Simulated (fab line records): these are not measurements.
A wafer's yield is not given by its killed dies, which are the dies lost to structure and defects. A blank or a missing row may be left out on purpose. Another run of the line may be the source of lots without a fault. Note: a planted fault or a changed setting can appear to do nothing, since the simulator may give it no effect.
Which tool was responsible? || flow sky130 || 11 lots, 33 wafers sampled, at 5 steps of a route of 708

== WHAT THE GAUGES READ, wafer by wafer ==
SKY_SD_P_TW_MEAS_11. Usual: for SD_P_TW the level is 2821 and the standard deviation is 23.
{"lot": "L129", "measured": "day 26 07:43", "on": "film_metro-04", "SD_P_TW": "2813 2818 2819", "flag": ""}
{"lot": "L130", "measured": "day 26 22:01", "on": "film_metro-02", "SD_P_TW": "2852 2856 2854", "flag": ""}
{"lot": "L131", "measured": "day 27 13:20", "on": "film_metro-02", "SD_P_TW": "2855 2856 2848", "flag": ""}
{"lot": "L132", "measured": "day 27 17:28", "on": "film_metro-04", "SD_P_TW": "2829 2823 2829", "flag": ""}
{"lot": "L133", "measured": "day 27 18:35", "on": "film_metro-04", "SD_P_TW": "2812 2819 2822", "flag": ""}
{"lot": "L134", "measured": "day 27 23:38", "on": "film_metro-04", "SD_P_TW": "2808 2820 2817", "flag": ""}
{"lot": "L142", "measured": "day 30 20:32", "on": "film_metro-04", "SD_P_TW": "2816 2802 2814", "flag": ""}
{"lot": "L146", "measured": "day 32 06:14", "on": "film_metro-04", "SD_P_TW": "2817 2803 2825", "flag": ""}
{"lot": "L150", "measured": "day 33 02:48", "on": "film_metro-04", "SD_P_TW": "2813 2821 2813", "flag": ""}
{"lot": "L151", "measured": "day 33 10:28", "on": "film_metro-02", "SD_P_TW": "2831 2851 2840", "flag": ""}
{"lot": "L152", "measured": "day 33 12:04", "on": "film_metro-02", "SD_P_TW": "2842 2831 2830", "flag": ""}

SKY_SD_N_RS_MEAS_18: measurement is done with a four-point probe. Usual: for RES_XHIGH_RS the level is 333.1 ohm/sq and the standard deviation is 1.3.
{"lot": "L129", "measured": "day 28 19:57", "on": "film_metro-01", "RES_XHIGH_RS (ohm/sq)": "335.6 334.1 335.0", "flag": ""}
{"lot": "L130", "measured": "day 29 09:16", "on": "film_metro-01", "RES_XHIGH_RS (ohm/sq)": "335.4 334.4 335.4", "flag": ""}
{"lot": "L131", "measured": "day 30 00:16", "on": "film_metro-01", "RES_XHIGH_RS (ohm/sq)": "334.1 333.5 332.8", "flag": ""}
{"lot": "L132", "measured": "day 30 03:56", "on": "film_metro-04", "RES_XHIGH_RS (ohm/sq)": "332.4 331.3 331.9", "flag": ""}
{"lot": "L133", "measured": "day 30 04:10", "on": "film_metro-01", "RES_XHIGH_RS (ohm/sq)": "333.4 331.8 334.3", "flag": ""}
{"lot": "L134", "measured": "day 30 10:41", "on": "film_metro-02", "RES_XHIGH_RS (ohm/sq)": "334.5 333.7 333.4", "flag": ""}
{"lot": "L142", "measured": "day 33 05:03", "on": "film_metro-01", "RES_XHIGH_RS (ohm/sq)": "332.6 332.2 332.7", "flag": ""}
{"lot": "L146", "measured": "day 34 13:23", "on": "film_metro-01", "RES_XHIGH_RS (ohm/sq)": "334.1 333.6 333.5", "flag": ""}
{"lot": "L150", "measured": "day 35 09:43", "on": "film_metro-01", "RES_XHIGH_RS (ohm/sq)": "333.2 333.3 334.0", "flag": ""}
{"lot": "L151", "measured": "day 35 18:02", "on": "film_metro-04", "RES_XHIGH_RS (ohm/sq)": "333.3 333.9 334.8", "flag": ""}
{"lot": "L152", "measured": "day 35 18:59", "on": "film_metro-04", "RES_XHIGH_RS (ohm/sq)": "332.4 333.3 333.0", "flag": ""}

SKY_LI_CONTACT_THK_MEAS_01. Usual: for LI_CONTACT_HDPCVD_THK the level is 925 nm and the standard deviation is 10.
{"lot": "L129", "measured": "day 28 20:11", "on": "film_metro-01", "LI_CONTACT_HDPCVD_THK (nm)": "936 926 928", "flag": ""}
{"lot": "L130", "measured": "day 29 09:31", "on": "film_metro-04", "LI_CONTACT_HDPCVD_THK (nm)": "916 932 922", "flag": ""}
{"lot": "L131", "measured": "day 30 00:31", "on": "film_metro-02", "LI_CONTACT_HDPCVD_THK (nm)": "918 930 927", "flag": ""}
{"lot": "L132", "measured": "day 30 04:10", "on": "film_metro-02", "LI_CONTACT_HDPCVD_THK (nm)": "918 918 921", "flag": ""}
{"lot": "L133", "measured": "day 30 04:23", "on": "film_metro-02", "LI_CONTACT_HDPCVD_THK (nm)": "932 930 917", "flag": ""}
{"lot": "L134", "measured": "day 30 10:56", "on": "film_metro-01", "LI_CONTACT_HDPCVD_THK (nm)": "928 936 923", "flag": ""}
{"lot": "L142", "measured": "day 33 05:17", "on": "film_metro-04", "LI_CONTACT_HDPCVD_THK (nm)": "327 934 294", "flag": "OFF"}
{"lot": "L146", "measured": "day 34 13:36", "on": "film_metro-01", "LI_CONTACT_HDPCVD_THK (nm)": "933 922 939", "flag": ""}
{"lot": "L150", "measured": "day 35 09:58", "on": "film_metro-01", "LI_CONTACT_HDPCVD_THK (nm)": "918 941 927", "flag": ""}
{"lot": "L151", "measured": "day 35 18:17", "on": "film_metro-04", "LI_CONTACT_HDPCVD_THK (nm)": "912 937 903", "flag": ""}
{"lot": "L152", "measured": "day 35 19:12", "on": "film_metro-01", "LI_CONTACT_HDPCVD_THK (nm)": "928 909 910", "flag": ""}

== WHAT TOOL EACH LOT RAN ON (gives the tool, then ch and the chambers of the sampled wafers, and finally the start) ==
{"lot": "L129", "SKY_POLY_CUT_STRIP_12": "plasma_asher-04 ch 0,1, day 25 01:01", "SKY_LI_CONTACT_HDPCVD_00": "hdpcvd-01 ch 1,2, day 28 20:04"}
{"lot": "L130", "SKY_POLY_CUT_STRIP_12": "plasma_asher-02 ch 0, day 25 15:53", "SKY_LI_CONTACT_HDPCVD_00": "hdpcvd-02 ch 0,1, day 29 09:25"}
{"lot": "L131", "SKY_POLY_CUT_STRIP_12": "plasma_asher-02 ch 0,1, day 26 07:37", "SKY_LI_CONTACT_HDPCVD_00": "hdpcvd-02 ch 0,1, day 30 00:25"}
{"lot": "L132", "SKY_POLY_CUT_STRIP_12": "plasma_asher-01 ch 0, day 26 11:25", "SKY_LI_CONTACT_HDPCVD_00": "hdpcvd-02 ch 0,1,2, day 30 04:04"}
{"lot": "L133", "SKY_POLY_CUT_STRIP_12": "plasma_asher-04 ch 0,1, day 26 12:43", "SKY_LI_CONTACT_HDPCVD_00": "hdpcvd-01 ch 1,2, day 30 04:17"}
{"lot": "L134", "SKY_POLY_CUT_STRIP_12": "plasma_asher-01 ch 0,1, day 26 17:44", "SKY_LI_CONTACT_HDPCVD_00": "hdpcvd-02 ch 0,1,2, day 30 10:50"}
{"lot": "L142", "SKY_POLY_CUT_STRIP_12": "plasma_asher-02 ch 0,1, day 29 15:10", "SKY_LI_CONTACT_HDPCVD_00": "hdpcvd-01 ch 0,1,2, day 33 05:11"}
{"lot": "L146", "SKY_POLY_CUT_STRIP_12": "plasma_asher-04 ch 0,1, day 31 01:43", "SKY_LI_CONTACT_HDPCVD_00": "hdpcvd-02 ch 0,1, day 34 13:29"}
{"lot": "L150", "SKY_POLY_CUT_STRIP_12": "plasma_asher-02 ch 0,1, day 31 23:13", "SKY_LI_CONTACT_HDPCVD_00": "hdpcvd-02 ch 0,1, day 35 09:52"}
{"lot": "L151", "SKY_POLY_CUT_STRIP_12": "plasma_asher-02 ch 0,1, day 32 06:35", "SKY_LI_CONTACT_HDPCVD_00": "hdpcvd-02 ch 0,1,2, day 35 18:11"}
{"lot": "L152", "SKY_POLY_CUT_STRIP_12": "plasma_asher-04 ch 0,1, day 32 08:10", "SKY_LI_CONTACT_HDPCVD_00": "hdpcvd-02 ch 0,1,2, day 35 19:05"}
- SKY_POLY_CUT_STRIP_12: strips in O2/N2.
- SKY_LI_CONTACT_HDPCVD_00: deposits PSG, target thk 930 nm, time 155 s.

== AS READ BY THE TOOLS THEMSELVES (means over the sampled wafers that have a number; for cases with no such wafer, the mark the record gives instead) ==
SKY_POLY_CUT_STRIP_12. Usual: drypump_motor_current_A 5.7 A, standard deviation 0.5; oes_product_au 0.452 a.u., standard deviation 0.0047; strip_time_to_endpoint_s 5.350 s, standard deviation 0.015.
{"lot": "L129", "tool": "plasma_asher-04", "drypump_motor_current_A (A)": 6.3, "oes_product_au (a.u.)": 0.454, "strip_time_to_endpoint_s (s)": 5.353, "flag": ""}
{"lot": "L130", "tool": "plasma_asher-02", "drypump_motor_current_A (A)": 5.4, "oes_product_au (a.u.)": 0.452, "strip_time_to_endpoint_s (s)": 5.352, "flag": ""}
{"lot": "L131", "tool": "plasma_asher-02", "drypump_motor_current_A (A)": 5.3, "oes_product_au (a.u.)": 0.450, "strip_time_to_endpoint_s (s)": 5.371, "flag": ""}
{"lot": "L132", "tool": "plasma_asher-01", "drypump_motor_current_A (A)": 5.0, "oes_product_au (a.u.)": 0.451, "strip_time_to_endpoint_s (s)": 5.347, "flag": ""}
{"lot": "L133", "tool": "plasma_asher-04", "drypump_motor_current_A (A)": 6.3, "oes_product_au (a.u.)": 0.446, "strip_time_to_endpoint_s (s)": 5.331, "flag": ""}
{"lot": "L134", "tool": "plasma_asher-01", "drypump_motor_current_A (A)": 5.3, "oes_product_au (a.u.)": 0.452, "strip_time_to_endpoint_s (s)": 5.377, "flag": ""}
{"lot": "L142", "tool": "plasma_asher-02", "drypump_motor_current_A (A)": 5.3, "oes_product_au (a.u.)": 0.448, "strip_time_to_endpoint_s (s)": 5.345, "flag": ""}
{"lot": "L146", "tool": "plasma_asher-04", "drypump_motor_current_A (A)": 6.3, "oes_product_au (a.u.)": 0.448, "strip_time_to_endpoint_s (s)": 5.357, "flag": ""}
{"lot": "L150", "tool": "plasma_asher-02", "drypump_motor_current_A (A)": 5.4, "oes_product_au (a.u.)": 0.453, "strip_time_to_endpoint_s (s)": 5.372, "flag": ""}
{"lot": "L151", "tool": "plasma_asher-02", "drypump_motor_current_A (A)": 5.4, "oes_product_au (a.u.)": 0.454, "strip_time_to_endpoint_s (s)": 5.342, "flag": ""}
{"lot": "L152", "tool": "plasma_asher-04", "drypump_motor_current_A (A)": 6.3, "oes_product_au (a.u.)": 0.449, "strip_time_to_endpoint_s (s)": 5.362, "flag": ""}

== THE ANSWER, worked out from the rows above alone ==
Rule: lot off if the mean of its wafers having a number is beyond 3 standard deviations from the usual mean. Also off: a lot with no number at a reading for which 4 or more lots have one. All remaining lots with rows at the step are treated as sound. Order of review: gauges by route order, followed by the tools' own readings, for which a lot's mean as printed above is used. The first step at which some lot is off is used, and at that step the reading that is off furthest; a lot without a number counts as furthest.
Off: L142, at SKY_LI_CONTACT_THK_MEAS_01 (LI_CONTACT_HDPCVD_THK).
If a tool, at a process step before that reading, ran all the lots that are off and no sound lot after the first of them, it fits. Those tools and the gauges at SKY_LI_CONTACT_THK_MEAS_01 are tried in the same way. One fits: hdpcvd-01 at SKY_LI_CONTACT_HDPCVD_00. Its last sound lot is L133 (day 30 04:17), its first lot that is off L142 (day 33 05:11): a fault that began between those two fits.

== WHAT WAS PUT IN BY THE SIMULATOR ==
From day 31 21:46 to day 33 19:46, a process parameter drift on hdpcvd-01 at SKY_LI_CONTACT_HDPCVD_00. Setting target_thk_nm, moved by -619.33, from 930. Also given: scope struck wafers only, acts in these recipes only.
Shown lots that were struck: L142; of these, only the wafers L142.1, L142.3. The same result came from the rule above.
